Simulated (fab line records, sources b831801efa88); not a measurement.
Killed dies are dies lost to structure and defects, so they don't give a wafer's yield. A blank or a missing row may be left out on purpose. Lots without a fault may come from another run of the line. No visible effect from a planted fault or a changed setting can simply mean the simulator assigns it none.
fab line records | flow sky130
record: lots: 13 wafers: 39 last-day: 51
route steps=708 shown CONTACT@410
lots untouched by any fault: they come from a run of this same line in which no faults occurred
start-h: hours from the record's first day to the start of the lot's first wafer shown | wait-h: how many hours have passed since the lot's step before this one | " repeats the value in the row above | L1.1+2: one row covering several wafers at once | - value missing, or start not given | * or withheld: withheld | < > ~ a bound
route shown NAME@n: names a module that has steps shown in the file, with the first one's number in the route | usual: mean and standard deviation over wafers with no fault | same: alike in all rows | chamber/n: place in a boat | sites: readings site by site | _std_site: the values' standard deviation | _edge_site: the outer-site mean with the inner-site mean subtracted | radius-mm: for every site, how far away it sits from the centre of the wafer | mask NAME#n: copy n | behind: the last tool/chamber to shape the wafer | hold: reason for holding the lot/hours on hold/outcome of the hold | device: transistor that didn't switch, given as n, p or np | end of line: tests run on the same wafers once the route is complete | a step without rows: its recipe alone | killed: at the first sort, the dies lost to defects and structure; wafer yield is something else | map: a wafer's dies, marking killed ones x, the rest . and places with no die _
set.NAME: the setting that was run; set.NAME@STEP: the one run at that earlier step | model.NAME: the simulator's own value behind a step, which no gauge read
a sample of lots followed through the steps of the route, with each step as a table and each wafer as a row
services: from which hour (start-h, from the record's first day; less than 0 if before it) a tool's chamber was out of use, for how many hours, and why
== steps ==
step: SKY_CONTACT_CMP_04
recipe: material: SiO2 down-force-psi: 4 platen-rpm: 60 pad-velocity-m-s: 0.94248
usual: motor-current-A: 13.0/1.1 time-to-endpoint-s: 82/3.7
columns lot.wafer tool chamber start-h wait-h motor-current-A time-to-endpoint-s
L403.2 cmp-01 3 698.27 0.1 12.4 82
L403.3 " 1 " " 12.5 78
L403.6 " 2 " " 13.9 81
L404.4 cmp-01 0 717.21 0.1 15.0 77
L404.6 " 3 " " 13.5 84
L404.5 " 0 " " 15.6 84
L405.1 cmp-01 2 719.97 0.1 13.3 83
L405.2 " 3 " " 13.5 82
L405.5 " 1 " " 13.1 82
L415.3 cmp-02 0 802.09 0.1 13.0 84
L415.1 " 1 " " 11.0 85
L415.6 " 3 " " 13.2 86
L414.4 cmp-01 1 806.17 0.0 12.7 79
L414.1 " 2 " " 12.9 84
L414.2 " 3 " " 12.7 78
L416.4 cmp-02 2 814.95 0.1 12.0 82
L416.2 " 3 " " 13.6 82
L416.6 " 1 " " 11.5 78
L417.2 cmp-02 3 815.59 0.1 13.1 80
L417.3 " 0 " " 13.7 77
L417.6 " 3 " " 13.3 82
L418.2 cmp-02 1 835.35 0.0 11.3 81
L418.6 " 1 " " 11.2 79
L418.5 " 2 " " 12.2 84
L419.2 cmp-02 1 842.85 0.1 10.8 81
L419.3 " 2 " " 12.3 88
L419.4 " 3 " " 13.2 89
L420.2 cmp-02 3 848.30 0.1 13.2 83
L420.3 " 0 " " 13.5 79
L420.5 " 1 " " 10.7 79
L422.3 cmp-01 2 854.57 0.1 13.7 79
L422.2 " 0 " " 14.9 76
L422.6 " 2 " " 12.6 81
L426.1 cmp-01 3 896.08 0.1 13.5 85
L426.4 " 0 " " 15.6 89
L426.5 " 3 " " 13.0 89
L425.2 cmp-01 2 924.21 0.0 12.8 82
L425.1 " 1 " " 13.0 81
L425.6 " 3 " " 13.3 87
step: SKY_CONTACT_DEVELOP_13
recipe: develop-time-s: 60 resist: KrF-thick dev-temp-c: 21
usual: developer-temp-C: 20.97/0.11 exhaust-pa: 45.0/0.94
columns lot.wafer tool chamber start-h wait-h developer-temp-C exhaust-pa
L403.2 litho-track-01 0 726 - 20.94 44.9
L403.3 " 0 " " 20.90 44.3
L403.6 " 0 " " 20.85 46.1
L404.4 litho-track-01 0 745 - 21.03 45.3
L404.5 " 0 " " 21.06 44.9
L404.6 " 0 " " 20.87 43.7
L405.1 litho-track-01 0 747 - 21.12 43.9
L405.2 " 0 748 - 21.14 45.5
L405.5 " 0 " " 21.11 44.0
L415.1 litho-track-01 0 829 - 20.15 45.0
L415.3 " 0 " " 20.23 44.8
L415.6 " 0 " " 20.13 45.4
L414.1 litho-track-01 0 832 - 19.97 46.0
L414.2 " 0 " " 20.07 46.8
L414.4 " 0 " " 20.12 46.6
L416.2 litho-track-02 0 841 - 20.94 45.8
L416.4 " 0 " " 20.99 44.1
L416.6 " 0 " " 20.95 44.0
L417.2 litho-track-04 0 841 - 20.95 45.7
L417.3 " 0 " " 20.98 44.9
L417.6 " 0 842 - 20.85 46.4
L418.2 litho-track-02 0 861 - 21.11 45.2
L418.5 " 0 " " 21.06 45.1
L418.6 " 0 " " 21.07 44.1
L419.2 litho-track-04 0 868 - 20.99 44.6
L419.3 " 0 " " 21.04 44.9
L419.4 " 0 " " 20.86 44.6
L420.2 litho-track-04 0 874 - 21.03 44.0
L420.3 " 0 " " 20.96 44.3
L420.5 " 0 " " 21.02 46.2
L422.2 litho-track-04 0 880 - 20.93 46.1
L422.3 " 0 " " 21.04 44.6
L422.6 " 0 " " 21.05 44.3
L426.1 litho-track-02 0 921 - 20.96 44.7
L426.4 " 0 " " 21.04 46.6
L426.5 " 0 " " 21.15 44.6
L425.1 litho-track-04 0 949 - 21.07 44.8
L425.2 " 0 " " 21.02 45.7
L425.6 " 0 " " 21.03 46.1
step: SKY_CONTACT_ETCH_16
recipe: chemistry: N2/H2 target: BARC ion-energy-ev: 200 source-w: 500 bias-w: 100 pressure-mtorr: 30 n2-flow-sccm: 100 h2-flow-sccm: 200 stop-on: SiO2 time-s: 45.9 target-depth-a: 600
usual: bias-w: 99.96/0.3 drypump-motor-current-A: 5.6/0.49 oes-product-au: 0.854/0.0042 throttle-valve-pct: 13.225/0.01
columns lot.wafer tool chamber start-h wait-h bias-w drypump-motor-current-A oes-product-au rf-hours-counter-h throttle-valve-pct
L403.2 rie-diel-04 0 726.93 0.0 99.79 5.7 0.857 4 13.218
L403.3 " 3 " " 99.97 4.7 0.851 29 13.223
L403.6 " 1 " " 99.44 5.8 0.850 - 13.223
L404.4 rie-diel-03 0 745.23 0.0 100.55 5.6 0.855 12 13.222
L404.5 " 3 " " 100.14 5.2 0.855 - 13.216
L404.6 " 0 " " 100.31 5.6 0.858 - 13.202
L405.1 rie-diel-04 3 748.28 0.0 99.68 4.7 0.845 29 13.225
L405.2 " 0 " " 99.44 5.7 0.849 5 13.236
L405.5 " 0 " " 99.35 5.7 0.858 - 13.213
L415.1 rie-diel-04 0 829.58 0.0 100.65 5.7 0.848 7 13.225
L415.3 " 2 " " 99.98 5.6 0.850 13 13.206
L415.6 " 2 " " 100.18 5.6 0.847 - 13.218
L414.1 rie-diel-03 1 832.96 0.0 100.35 5.1 0.862 5 13.223
L414.2 " 3 " " 100.25 5.2 0.862 9 13.220
L414.4 " 2 " " 99.89 5.5 0.858 13 13.225
L416.2 rie-diel-01 0 841.32 0.0 100.17 5.4 0.850 5 13.224
L416.4 " 3 " " 99.89 6.0 0.847 14 13.218
L416.6 " 2 " " 100.41 6.5 0.857 - 13.205
L417.2 rie-diel-03 2 842.22 0.0 100.05 5.5 0.858 14 13.240
L417.3 " 0 " " 100.10 5.6 0.851 16 13.216
L417.6 " 3 " " 100.45 5.2 0.858 - 13.218
L418.2 rie-diel-01 0 861.52 0.0 99.93 5.4 0.856 5 13.215
L418.5 " 2 " " 100.17 6.4 0.852 - 13.227
L418.6 " 1 " " 100.03 6.4 0.863 - 13.228
L419.2 rie-diel-01 3 869.07 0.0 100.58 6.0 0.855 15 13.224
L419.3 " 1 " " 100.22 6.4 0.850 9 13.219
L419.4 " 0 " " 100.37 5.4 0.860 5 13.222
L420.2 rie-diel-04 2 874.32 0.0 99.74 5.6 0.856 14 13.214
L420.3 " 1 " " 100.00 5.8 0.857 11 13.223
L420.5 " 2 " " 99.96 5.6 0.854 - 13.218
L422.2 rie-diel-03 0 880.62 0.0 99.55 5.6 0.851 17 13.214
L422.3 " 1 " " 99.77 5.1 0.854 6 13.251
L422.6 " 0 " " 99.58 5.6 0.853 - 13.217
L426.1 rie-diel-01 2 921.87 0.0 99.80 6.4 0.855 27 13.235
L426.4 " 3 " " 99.71 6.0 0.850 17 13.228
L426.5 " 1 " " 100.09 6.5 0.850 - 13.226
L425.1 rie-diel-01 0 949.62 0.0 99.74 5.4 0.853 8 13.235
L425.2 " 1 " " 100.14 6.5 0.853 12 13.217
L425.6 " 0 " " 99.47 5.4 0.856 - 13.225
step: SKY_CONTACT_CVD_24
recipe: material: W target-thk-nm: 340 time-s: 102.12 temp-c: 400 pressure-torr: 40
usual: heater-power-w: 866/87
columns lot.wafer tool chamber start-h wait-h heater-power-w
L403.2 cvd-w-01 1 728.07 0.0 871
L403.3 " 0 " " 733
L403.6 " 0 " " 722
L404.4 cvd-w-02 1 746.08 0.1 964
L404.5 " 0 " " 902
L404.6 " 1 " " 945
L405.1 cvd-w-02 0 749.11 0.0 918
L405.2 " 1 " " 944
L405.5 " 0 " " 926
L415.1 cvd-w-02 1 830.37 0.0 953
L415.3 " 1 " " 945
L415.6 " 1 " " 959
L414.1 cvd-w-01 1 833.74 0.0 880
L414.2 " 0 " " 722
L414.4 " 1 " " 863
L416.2 cvd-w-02 0 842.10 0.0 925
L416.4 " 1 " " 980
L416.6 " 1 " " 986
L417.2 cvd-w-01 1 843.01 0.0 896
L417.3 " 1 " " 875
L417.6 " 1 " " 880
L418.2 cvd-w-01 1 862.30 0.0 900
L418.5 " 0 " " 730
L418.6 " 1 " " 886
L419.2 cvd-w-01 1 869.86 0.0 857
L419.3 " 0 " " 738
L419.4 " 1 " " 896
L420.2 cvd-w-01 0 875.11 0.0 723
L420.3 " 1 " " 902
L420.5 " 0 " " 739
L422.2 cvd-w-01 1 881.44 0.0 882
L422.3 " 1 " " 891
L422.6 " 0 " " 730
L426.1 cvd-w-01 0 922.71 0.0 751
L426.4 " 0 " " 728
L426.5 " 1 " " 882
L425.1 cvd-w-02 0 950.41 0.0 879
L425.2 " 1 " " 853
L425.6 " 0 " " 882
== services ==
columns tool chamber start-h hours kind
rie-diel-04 - 674.79 14.6 pm
rie-diel-01 1 676.88 4.8 repair
cmp-01 - 677.99 2.2 repair
rie-diel-04 - 689.39 2.8 pm
cmp-02 - 692.23 0.9 repair
rie-diel-03 1 696.72 5.3 repair
cmp-01 - 703.26 1.1 repair
cmp-01 - 744.30 4.0 pm
rie-diel-01 - 771.43 0.7 repair
rie-diel-03 1 775.16 11.0 repair
cvd-w-02 1 775.87 3.8 repair
rie-diel-03 2 805.79 12.2 repair
rie-diel-01 2 810.01 1.8 repair
cvd-w-02 - 830.86 1.9 repair
cvd-w-01 - 844.42 0.9 repair
cvd-w-02 - 849.60 6.0 pm
rie-diel-03 1 851.73 1.2 repair
cmp-02 - 902.27 3.6 repair
cvd-w-02 - 904.11 14.0 pm
rie-diel-01 2 906.15 7.0 repair
cmp-02 - 912.29 4.0 pm
cvd-w-02 - 921.73 1.2 repair
cmp-01 - 924.51 4.7 pm
cmp-02 - 944.16 17.6 pm
== key ==
first-sign: step: SKY_CONTACT_DEVELOP_13 reading: developer-temp-C direction: down sigmas: 8 usual: * struck: *
effect none on later readings
met-at SKY_CONTACT_DEVELOP_13
struck-lots L414,L415
tester-left-out L414,L415
not-acting-at SKY_CONTACT_CMP_04,SKY_CONTACT_ETCH_16,SKY_CONTACT_CVD_24
onset-between 747 829
fault: kind: process-parameter-drift tool: litho-track-01 chamber: - onset-h: 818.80 steps: SKY_CONTACT_DEVELOP_13 channel: dev-temp-c offset: * shape: step end-h: 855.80 acts-in: * stated: *
tester-left-out: of these lots the tester's yield and bins aren't shown, on N5 and GAA mostly nor the transistor test; their killed dies are dies lost to structure and defects alone, not to doping, threshold or leakage, so they don't give the yield
